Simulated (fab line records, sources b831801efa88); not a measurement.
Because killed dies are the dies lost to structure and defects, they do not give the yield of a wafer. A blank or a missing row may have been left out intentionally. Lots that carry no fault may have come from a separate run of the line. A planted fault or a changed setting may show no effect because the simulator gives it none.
fab line records	flow sky130
record: lots: 14	wafers: 42	lastDay: 50
route steps=708 shown RES_XHIGH@340 SD_N@353 LI_CONTACT@364
lots with no fault: from the same line, run without faults
startH: start of the lot's first displayed wafer, in hours after the record's first day	waitH: hours from the lot's prior step to this one	" unchanged from the row above	L1.1+2: a single row standing in for several wafers	- no value present, or no start provided	* or withheld: withheld	< > ~ a bound
route shown NAME@n: names a module that has steps shown in the file, with the first one's number in the route	usual: average and standard deviation across the fault-free wafers	same: alike in all rows	chamber/n: place in a boat	sites: each site's reading	_std_site: standard deviation of those values	_edge_site: outer sites' mean less inner sites'	radiusMm: how far each site lies from the wafer's centre	mask NAME#n: copy n	behind: the last tool/chamber to shape the wafer	hold: why the lot went on hold/how many hours it stayed there/how the hold came to an end	device: transistor that didn't switch, given as n, p or np	end of line: the same wafers' tests at the end of the route	for a step that has no rows: nothing shown but its recipe	killed: at the first sort, the dies lost to defects and structure; wafer yield is something else	map: the dies of a wafer, with x for killed, . for not killed, _ for no die there
set.NAME: setting as actually run; set.NAME@STEP: the setting as run at that earlier step	model.NAME: the simulator's own value behind a step, which no gauge read
a sample of lots followed through the steps of the route, with each step as a table and each wafer as a row
services: when a tool's chamber went out of use (startH, in hours from the record's first day, below 0 if earlier), for how many hours, and the reason
== steps ==
step: SKY_RES_XHIGH_STRIP_08
recipe: chemistry: O2/N2	powerW: 1400	pressureMtorr: 1500	platenTempC: withheld	o2FlowSccm: 3000	n2FlowSccm: 300	overashFraction: 0.5
usual: chamberPressureMTorr: 1499.9/1.6	drypumpMotorCurrentA: 6.1/0.48	oesProductAu: 0.711/0.0042	stripTimeToEndpointS: 14.27/0.034
lot.wafer	tool	chamber	startH	waitH	chamberPressureMTorr	drypumpMotorCurrentA	oesProductAu	rfHoursCounterH	stripTimeToEndpointS
L866.2	plasmaAsher-02	1	628.58	0.1	1496.9	5.9	0.711	50	14.30
L866.3	"	0	"	"	1498.8	5.5	0.711	-	14.31
L866.6	"	1	"	"	1499.4	6.0	0.711	-	14.29
L867.1	plasmaAsher-04	1	633.23	0.1	1499.6	6.7	0.707	96	14.20
L867.5	"	0	"	"	1500.2	5.3	0.709	-	14.22
L867.6	"	1	"	"	1500.5	6.7	0.718	-	14.19
L869.1	plasmaAsher-03	1	658.18	0.1	1498.6	6.4	0.707	23	14.24
L869.3	"	1	"	"	1500.1	6.4	0.715	-	14.24
L869.5	"	0	"	"	1498.0	6.4	0.712	-	14.25
L870.2	plasmaAsher-04	1	663.44	0.1	1502.7	6.7	0.713	99	14.32
L870.4	"	0	"	"	1501.0	5.4	0.711	-	14.33
L870.5	"	0	"	"	1499.5	5.4	0.704	-	14.32
L872.3	plasmaAsher-04	1	683.61	0.1	1497.8	6.7	0.707	-	14.29
L872.4	"	0	"	"	1500.4	5.4	0.714	-	14.29
L872.5	"	0	"	"	1500.1	5.3	0.718	-	14.24
L873.4	plasmaAsher-03	1	687.43	0.1	1498.9	6.4	0.715	-	14.25
L873.5	"	1	"	"	1499.2	6.4	0.716	-	14.29
L873.6	"	0	"	"	1496.4	6.4	0.715	-	14.23
L874.1	plasmaAsher-03	0	692.39	0.1	1498.2	6.4	0.702	27	14.29
L874.5	"	1	"	"	1500.1	6.4	0.710	-	14.27
L874.6	"	0	"	"	1500.8	6.4	0.710	-	14.30
L877.3	plasmaAsher-02	0	715.82	0.1	1499.4	5.5	0.713	-	14.27
L877.4	"	1	"	"	1501.7	5.9	0.711	-	14.27
L877.5	"	1	"	"	1496.7	5.9	0.709	-	14.29
L882.1	plasmaAsher-04	0	760.69	0.1	-	-	-	-	-
L882.3	"	0	"	"	-	-	-	-	-
L882.5	"	0	"	"	-	-	-	-	-
L883.1	plasmaAsher-02	0	762.93	0.1	-	-	-	-	-
L883.3	"	0	"	"	-	-	-	-	-
L883.5	"	0	"	"	-	-	-	-	-
L884.3	plasmaAsher-04	1	773.92	0.1	1500.2	6.7	0.714	-	14.29
L884.5	"	0	"	"	1500.0	5.4	0.709	-	14.28
L884.6	"	1	"	"	1498.4	6.7	0.715	-	14.28
L885.1	plasmaAsher-02	0	778.38	0.1	1502.7	5.5	0.709	64	14.28
L885.2	"	1	"	"	1501.9	6.0	0.705	64	14.30
L885.3	"	1	"	"	1499.2	5.9	0.706	-	14.28
L887.1	plasmaAsher-04	1	792.43	0.1	1499.4	6.7	0.714	5	14.30
L887.3	"	0	"	"	1500.2	5.4	0.717	-	14.24
L887.6	"	1	"	"	1500.1	6.7	0.711	-	14.30
L888.1	plasmaAsher-02	1	815.13	0.1	1498.5	6.0	0.714	68	14.28
L888.2	"	0	"	"	1499.2	5.5	0.715	68	14.29
L888.4	"	1	"	"	1501.3	6.0	0.715	-	14.25
step: SKY_SD_N_STRIP_11
recipe: chemistry: O2/N2	powerW: 1400	pressureMtorr: 1500	platenTempC: withheld	o2FlowSccm: 3000	n2FlowSccm: 300	overashFraction: 0.5
usual: chamberPressureMTorr: 1500.0/1.3	drypumpMotorCurrentA: 5.8/0.41	oesProductAu: 0.528/0.0045	stripTimeToEndpointS: 22.49/0.038
lot.wafer	tool	chamber	startH	waitH	chamberPressureMTorr	drypumpMotorCurrentA	oesProductAu	rfHoursCounterH	stripTimeToEndpointS
L866.2	plasmaAsher-01	0	657.48	0.1	1501.8	6.0	0.530	78	22.52
L866.3	"	1	"	"	1500.4	5.6	0.535	-	22.51
L866.6	"	0	"	"	1497.6	6.0	0.524	-	22.51
L867.1	plasmaAsher-04	1	662.85	0.1	1500.2	6.7	0.531	99	22.49
L867.5	"	0	"	"	1501.8	5.4	0.536	-	22.48
L867.6	"	1	"	"	1499.0	6.7	0.531	-	22.49
L869.1	plasmaAsher-02	0	686.83	0.1	1499.4	5.5	0.531	56	22.44
L869.3	"	0	"	"	1500.7	5.5	0.523	-	22.45
L869.5	"	0	"	"	1499.3	5.5	0.525	-	22.52
L870.2	plasmaAsher-02	0	691.48	0.1	1496.8	5.5	0.530	56	22.48
L870.4	"	1	"	"	1499.9	6.0	0.539	-	22.52
L870.5	"	1	"	"	1501.0	5.9	0.530	-	22.49
L872.3	plasmaAsher-01	0	712.47	0.1	1499.6	6.0	0.529	-	22.52
L872.4	"	1	"	"	1500.8	5.6	0.527	-	22.51
L872.5	"	1	"	"	1498.3	5.7	0.523	-	22.51
L873.4	plasmaAsher-02	1	715.42	0.1	1498.7	6.0	0.516	-	22.47
L873.5	"	0	"	"	1497.7	5.5	0.528	-	22.47
L873.6	"	1	"	"	1500.3	6.0	0.525	-	22.49
L874.1	plasmaAsher-02	1	720.14	0.1	1500.8	5.9	0.530	58	22.46
L874.5	"	0	"	"	1499.5	5.5	0.528	-	22.48
L874.6	"	1	"	"	1499.3	5.9	0.526	-	22.51
L877.3	plasmaAsher-01	0	742.42	0.1	1501.1	6.0	0.531	-	22.52
L877.4	"	1	"	"	1501.3	5.6	0.527	-	22.52
L877.5	"	1	"	"	1500.3	5.6	0.532	-	22.46
L882.1	plasmaAsher-04	0	787.49	0.1	1501.1	5.4	0.613	5	39.39
L882.3	"	1	"	"	1500.3	6.7	0.618	-	39.34
L882.5	"	1	"	"	1499.2	6.7	0.611	-	39.40
L883.1	plasmaAsher-04	1	790.09	0.1	1498.6	6.6	0.608	5	39.34
L883.3	"	0	"	"	1500.1	5.3	0.620	-	39.43
L883.5	"	1	"	"	1499.8	6.7	0.616	-	39.41
L884.3	plasmaAsher-04	0	800.42	0.1	1501.0	5.4	0.538	-	22.52
L884.5	"	0	"	"	1502.5	5.3	0.529	-	22.49
L884.6	"	1	"	"	1499.7	6.7	0.518	-	22.52
L885.1	plasmaAsher-04	0	805.29	0.1	1500.0	5.3	0.523	6	22.46
L885.2	"	1	"	"	1501.2	6.7	0.530	6	22.47
L885.3	"	1	"	"	1501.5	6.7	0.532	-	22.45
L887.1	plasmaAsher-02	0	818.50	0.1	1499.2	5.5	0.518	69	22.53
L887.3	"	1	"	"	1501.8	6.0	0.531	-	22.51
L887.6	"	1	"	"	1498.5	6.0	0.527	-	22.50
L888.1	plasmaAsher-04	1	842.24	0.1	1498.0	6.7	0.524	10	22.51
L888.2	"	0	"	"	1498.8	5.3	0.527	10	22.54
L888.4	"	1	"	"	1500.0	6.7	0.522	-	22.52
step: SKY_SD_N_TW_MEAS_12
usual: SD_N_TW: 3958/22
lot.wafer	tool	chamber	startH	waitH	SD_N_TW
L866.2	filmMetro-04	-	657.59	0.1	3933
L866.3	"	-	"	"	3952
L866.6	"	-	"	"	3967
L867.1	filmMetro-04	-	662.95	0.1	3951
L867.5	"	-	"	"	3983
L867.6	"	-	"	"	3974
L869.1	filmMetro-01	-	686.93	0.1	3980
L869.3	"	-	"	"	3983
L869.5	"	-	"	"	3988
L870.2	filmMetro-01	-	691.59	0.1	3962
L870.4	"	-	"	"	3975
L870.5	"	-	"	"	3980
L872.3	filmMetro-02	-	712.56	0.1	3922
L872.4	"	-	"	"	3933
L872.5	"	-	"	"	3939
L873.4	filmMetro-01	-	715.51	0.1	3962
L873.5	"	-	"	"	3976
L873.6	"	-	"	"	3972
L874.1	filmMetro-02	-	720.24	0.1	3928
L874.5	"	-	"	"	3941
L874.6	"	-	"	"	3929
L877.3	filmMetro-04	-	742.51	0.1	3932
L877.4	"	-	"	"	3926
L877.5	"	-	"	"	3960
L882.1	filmMetro-04	-	787.59	0.1	30
L882.3	"	-	"	"	30
L882.5	"	-	"	"	30
L883.1	filmMetro-01	-	790.19	0.1	30
L883.3	"	-	"	"	30
L883.5	"	-	"	"	30
L884.3	filmMetro-01	-	800.51	0.1	3980
L884.5	"	-	"	"	3978
L884.6	"	-	"	"	3969
L885.1	filmMetro-01	-	805.39	0.1	3962
L885.2	"	-	"	"	3985
L885.3	"	-	"	"	3989
L887.1	filmMetro-02	-	818.60	0.1	3946
L887.3	"	-	"	"	3944
L887.6	"	-	"	"	3947
L888.1	filmMetro-04	-	842.34	0.1	3933
L888.2	"	-	"	"	3931
L888.4	"	-	"	"	3921
step: SKY_SD_N_RTA_14
recipe: tempC: 1075	timeS: 2	idleTempC: 650	rampUpCPerS: 150	rampDownCPerS: 90	ambient: N2
usual: lampPowerPct: 15.73/0.055	wafer_temp_C_max: 1078.0/1.4
lot.wafer	tool	chamber	startH	waitH	lampPowerPct	wafer_temp_C_max
L866.2	rtpAnneal-02	0	657.70	0.0	15.67	1076.3
L866.3	"	0	"	"	15.72	1078.8
L866.6	"	0	"	"	15.59	1078.7
L867.1	rtpAnneal-01	0	663.06	0.0	15.83	1078.2
L867.5	"	0	"	"	15.72	1078.6
L867.6	"	0	"	"	15.62	1078.1
L869.1	rtpAnneal-01	0	687.04	0.0	15.74	1077.5
L869.3	"	0	"	"	15.69	1075.6
L869.5	"	0	"	"	15.66	1076.9
L870.2	rtpAnneal-02	0	691.70	0.0	15.78	1076.0
L870.4	"	0	"	"	15.69	1076.8
L870.5	"	0	"	"	15.72	1077.2
L872.3	rtpAnneal-02	0	712.67	0.0	15.72	1080.2
L872.4	"	0	"	"	15.74	1076.8
L872.5	"	0	"	"	15.70	1077.3
L873.4	rtpAnneal-01	0	715.63	0.0	15.87	1079.1
L873.5	"	0	"	"	15.81	1078.0
L873.6	"	0	"	"	15.70	1081.4
L874.1	rtpAnneal-02	0	720.38	0.0	15.80	1076.5
L874.5	"	0	"	"	15.79	1077.5
L874.6	"	0	"	"	15.63	1080.8
L877.3	rtpAnneal-01	0	742.62	0.0	15.78	1077.2
L877.4	"	0	"	"	15.78	1078.4
L877.5	"	0	"	"	15.73	1080.1
L882.1	rtpAnneal-02	0	787.70	0.0	15.76	1077.2
L882.3	"	0	"	"	15.73	1076.6
L882.5	"	0	"	"	15.69	1077.5
L883.1	rtpAnneal-01	0	790.30	0.0	15.78	1075.2
L883.3	"	0	"	"	15.74	1077.3
L883.5	"	0	"	"	15.68	1078.5
L884.3	rtpAnneal-02	0	800.61	0.0	15.75	1080.7
L884.5	"	0	"	"	15.66	1076.8
L884.6	"	0	"	"	15.66	1078.4
L885.1	rtpAnneal-01	0	805.50	0.0	15.79	1079.8
L885.2	"	0	"	"	15.80	1080.7
L885.3	"	0	"	"	15.80	1081.8
L887.1	rtpAnneal-01	0	818.71	0.0	15.66	1078.1
L887.3	"	0	"	"	15.71	1079.4
L887.6	"	0	"	"	15.74	1076.8
L888.1	rtpAnneal-02	0	842.46	0.0	15.76	1078.7
L888.2	"	0	"	"	15.78	1078.0
L888.4	"	0	"	"	15.76	1077.0
step: SKY_LI_CONTACT_CMP_02
recipe: material: PSG	downForcePsi: 4	platenRpm: 60	padVelocityMS: 0.94248
usual: motorCurrentA: 11.5/1.4	timeToEndpointS: 33.7/2.7
lot.wafer	tool	chamber	startH	waitH	motorCurrentA	timeToEndpointS
L866.3	cmp-01	1	658.41	0.0	10.5	35.7
L866.2	"	2	"	"	9.1	34.9
L866.6	"	2	"	"	9.7	36.5
L867.1	cmp-01	2	663.94	0.2	10.3	33.3
L867.6	"	3	"	"	9.6	29.8
L867.5	"	0	"	"	12.7	33.1
L869.1	cmp-01	0	687.76	0.1	13.1	33.9
L869.3	"	3	"	"	10.6	32.8
L869.5	"	0	"	"	13.9	33.6
L870.2	cmp-02	1	692.51	0.1	12.4	29.7
L870.4	"	2	"	"	10.1	33.5
L870.5	"	0	"	"	11.7	30.7
L872.4	cmp-02	3	713.41	0.1	13.0	32.2
L872.3	"	1	"	"	12.9	31.8
L872.5	"	3	"	"	12.9	32.7
L873.4	cmp-01	0	716.36	0.1	12.9	37.4
L873.5	"	3	"	"	10.1	36.2
L873.6	"	0	"	"	13.8	36.3
L874.1	cmp-01	0	721.14	0.1	13.6	33.5
L874.5	"	3	"	"	9.6	32.1
L874.6	"	0	"	"	12.9	33.8
L877.3	cmp-02	1	743.33	0.0	12.5	24.8
L877.4	"	2	"	"	10.2	31.8
L877.5	"	2	"	"	11.0	31.5
L882.1	cmp-02	2	788.41	0.1	9.9	37.3
L882.3	"	3	"	"	13.5	36.8
L882.5	"	3	"	"	13.0	34.1
L883.1	cmp-01	2	791.11	0.1	9.6	36.2
L883.3	"	3	"	"	11.0	32.8
L883.5	"	0	"	"	13.6	34.3
L884.3	cmp-01	3	801.36	0.1	9.9	30.4
L884.6	"	2	"	"	10.0	33.8
L884.5	"	3	"	"	9.8	28.5
L885.3	cmp-01	2	806.21	0.0	10.0	37.0
L885.1	"	3	"	"	10.0	30.9
L885.2	"	0	"	"	13.1	31.6
L887.1	cmp-02	2	819.42	0.1	10.3	37.2
L887.3	"	3	"	"	12.5	38.2
L887.6	"	3	"	"	12.8	36.2
L888.1	cmp-01	1	843.22	0.1	10.8	37.3
L888.4	"	2	"	"	9.9	35.4
L888.2	"	3	"	"	10.8	32.3
step: SKY_LI_CONTACT_BOW_MEAS_03
recipe: mode: bow
usual: LI_CONTACT_BOW: 55/6.2
lot.wafer	tool	chamber	startH	waitH	LI_CONTACT_BOW[um]
L866.2	filmMetro-01	-	658.73	0.2	52
L866.3	"	-	"	"	58
L866.6	"	-	"	"	59
L867.1	filmMetro-01	-	664.09	0.1	54
L867.5	"	-	"	"	56
L867.6	"	-	"	"	56
L869.1	filmMetro-02	-	688.06	0.2	54
L869.3	"	-	"	"	55
L869.5	"	-	"	"	56
L870.2	filmMetro-01	-	692.73	0.2	51
L870.4	"	-	"	"	49
L870.5	"	-	"	"	37
L872.3	filmMetro-04	-	713.70	0.1	55
L872.4	"	-	"	"	48
L872.5	"	-	"	"	50
L873.4	filmMetro-04	-	716.67	0.3	53
L873.5	"	-	"	"	55
L873.6	"	-	"	"	52
L874.1	filmMetro-01	-	721.39	0.2	56
L874.5	"	-	"	"	60
L874.6	"	-	"	"	62
L877.3	filmMetro-04	-	743.67	0.3	51
L877.4	"	-	"	"	53
L877.5	"	-	"	"	47
L882.1	filmMetro-04	-	788.71	0.2	58
L882.3	"	-	"	"	62
L882.5	"	-	"	"	49
L883.1	filmMetro-02	-	791.31	0.1	65
L883.3	"	-	"	"	53
L883.5	"	-	"	"	60
L884.3	filmMetro-04	-	801.65	0.2	58
L884.5	"	-	"	"	54
L884.6	"	-	"	"	52
L885.1	filmMetro-02	-	806.51	0.2	60
L885.2	"	-	"	"	51
L885.3	"	-	"	"	52
L887.1	filmMetro-01	-	819.72	0.2	63
L887.3	"	-	"	"	54
L887.6	"	-	"	"	48
L888.1	filmMetro-04	-	843.47	0.2	61
L888.2	"	-	"	"	63
L888.4	"	-	"	"	53
== services ==
tool	chamber	startH	hours	kind
cmp-01	-	611.51	3.8	repair
plasmaAsher-02	-	658.97	1.3	repair
plasmaAsher-04	-	689.17	3.7	repair
plasmaAsher-02	-	703.63	6.9	repair
plasmaAsher-04	-	720.81	1.5	repair
plasmaAsher-04	-	733.75	9.0	pm
plasmaAsher-04	0	733.75	9.0	ventCycle
plasmaAsher-04	1	733.75	9.0	ventCycle
plasmaAsher-04	0	742.75	-	clean
plasmaAsher-04	1	742.75	-	clean
cmp-02	-	744.28	4.0	pm
cmp-02	-	748.28	-	consumableReplace:conditioner
cmp-02	-	748.28	-	consumableReplace:pad
cmp-02	-	752.86	1.8	repair
cmp-02	-	761.76	5.4	pm
cmp-02	-	792.80	5.1	pm
cmp-02	-	800.27	2.1	repair
cmp-02	-	801.34	0.4	repair
cmp-01	-	817.28	5.5	pm
cmp-01	-	824.66	0.5	repair
plasmaAsher-03	-	824.98	3.7	repair
== key ==
firstSign: step: SKY_RES_XHIGH_STRIP_08	reading: toolRecord	direction: missing
effect: step: SKY_SD_N_STRIP_11	reading: stripTimeToEndpointS	direction: up	sigmas: 99+	usual: *	struck: *
effect: step: SKY_SD_N_TW_MEAS_12	reading: SD_N_TW	direction: down	sigmas: 99+	usual: 3958	struck: 30
metAt SKY_RES_XHIGH_STRIP_08
struckLots L882,L883
sortLeftOut L882.1,L882.3,L882.5,L883.1,L883.3,L883.5
testerLeftOut L882,L883
notActingAt SKY_SD_N_RTA_14,SKY_LI_CONTACT_CMP_02,SKY_LI_CONTACT_BOW_MEAS_03
onsetBetween 715.82 760.69
fault: kind: skippedStepWhole	tool: plasmaAsher-02,plasmaAsher-04	chamber: -	onsetH: 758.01	steps: SKY_RES_XHIGH_STRIP_08	scope: struckLotsOnly
testerLeftOut: of these lots the tester's yield and bins aren't shown, on N5 and GAA mostly nor the transistor test; their killed dies are dies lost to structure and defects alone, not to doping, threshold or leakage, so they don't give the yield
sortLeftOut: the simulated sort isn't trusted on such a fault, so these wafers' sort isn't shown, and their yield isn't known
